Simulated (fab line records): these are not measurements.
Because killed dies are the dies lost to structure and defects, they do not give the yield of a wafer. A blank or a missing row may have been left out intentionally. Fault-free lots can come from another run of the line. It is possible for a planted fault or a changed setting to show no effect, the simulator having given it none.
Which tool did it? + flow sfq-line + 14 lots, 41 wafers sampled, at 1 step of a route of 325

## WHAT THE GAUGES SHOWED, per wafer
SFQ_L0V_OVL_MEAS_903.
| lot  | measured     | on         | L0V_OVL (nm) |
|------|--------------|------------|--------------|
| L941 | day 8 09:26  | overlay-02 | -3 -7 -16    |
| L943 | day 8 23:29  | overlay-02 | 7 10 13      |
| L944 | day 9 12:57  | overlay-01 | 1 -2         |
| L946 | day 10 05:44 | overlay-02 | -2 -11 -6    |
| L951 | day 11 12:35 | overlay-01 | -2 -3 0      |
| L952 | day 11 23:57 | overlay-01 | 6 4 6        |
| L954 | day 12 09:32 | overlay-02 | 7 6 8        |
| L955 | day 12 18:04 | overlay-02 | 6 7 11       |
| L956 | day 13 01:49 | overlay-02 | 7 -1 0       |
| L957 | day 13 09:29 | overlay-02 | -7 2 -1      |
| L958 | day 13 16:41 | overlay-02 | 2 4 3        |
| L959 | day 14 00:37 | overlay-02 | 4 3 3        |
| L960 | day 14 07:48 | overlay-02 | -4 -4 -1     |
| L961 | day 14 14:59 | overlay-02 | 3 2 7        |

## WHAT TOOL EACH LOT RAN ON (gives the tool, then ch and the chambers of the sampled wafers, and finally the start)
The record holds no process step before these readings.

## AS READ BY THE TOOLS THEMSELVES (means over the sampled wafers that have a number; for cases with no such wafer, the mark the record gives instead)
The record holds no such reading with a usual standard deviation.

## THE ANSWER, worked out from the rows above alone
Rule: usual is defined by the lots themselves. The widest of any qualifying gaps counts: lots, ordered by their means at a reading, are off when they make up no more than a third of the lots, leave a main group of 4 or more, and stand apart from it by 3 or more times the standard deviation of that group's means. If all means in a main group match to the digits the tables above print for the reading, that group is not used. Also off: a lot with no number at a reading for which 4 or more lots have one. All remaining lots with rows at the step are treated as sound. First the gauges in route order, then the tools' own readings, where a lot's mean is used as printed above. The first step at which some lot is off is used, and at that step the reading that is off furthest; a lot without a number counts as furthest.
Nothing can be told from this: no lot is off at any reading shown.

## WHAT WAS PUT IN BY THE SIMULATOR
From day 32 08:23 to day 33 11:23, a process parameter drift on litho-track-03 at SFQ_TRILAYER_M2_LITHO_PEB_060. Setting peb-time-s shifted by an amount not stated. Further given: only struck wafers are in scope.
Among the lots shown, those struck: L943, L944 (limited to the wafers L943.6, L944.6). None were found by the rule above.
